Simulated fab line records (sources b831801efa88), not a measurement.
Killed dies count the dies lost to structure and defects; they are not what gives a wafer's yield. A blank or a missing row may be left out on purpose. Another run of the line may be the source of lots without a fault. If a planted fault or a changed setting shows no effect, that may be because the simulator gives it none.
Chamber matching -- flow gf180mcu -- pecvd-02 running GF_CONTACT_CVD_02: 3 sister chambers
The step deposits SiO2 from TEOS, target thk 860 nm, time 95.992 s. 3 wafers are shown with their chamber, then 7 later ones without.

WAFERS PAIRED WITH THEIR CHAMBERS
wafer,chamber,heater-power-w (W)
L395.6,1,724
L401.1,2,621
L401.3,0,739

WAFERS WITH NO CHAMBER GIVEN
wafer,heater-power-w (W)
L401.6,651
L403.4,763
L403.5,545
L403.6,830
L404.1,574
L404.3,748
L404.4,688

EACH ONE'S CHAMBER
wafer,from the rows above,in truth
L401.6,can't be placed: 2 or 1 or 0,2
L403.4,can't be placed: 0 or 1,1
L403.5,can't be placed: 2 or 1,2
L403.6,can't be placed: 0 or 1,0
L404.1,can't be placed: 2 or 1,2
L404.3,can't be placed: 0 or 1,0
L404.4,can't be placed: 1 or 0 or 2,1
Placed correctly: 0 of 7. Cannot be placed on the basis of these rows: 7; the candidates contain the true chamber in 7. Number placed wrongly: 0.
How it was worked out, from the rows above alone: a wafer's distance from a chamber is the root of the sum, over the readings, of the square of ((its reading less the chamber's mean) divided by the reading's scatter). If the next closest chamber is less than 2 further off than the closest, the wafer can't be placed; otherwise it belongs to the closest. Each chamber's mean is taken over the wafers shown for it. The scatter: with one shown wafer a chamber, the root of the mean of the squares of how far each hidden wafer lies from its nearest shown one.
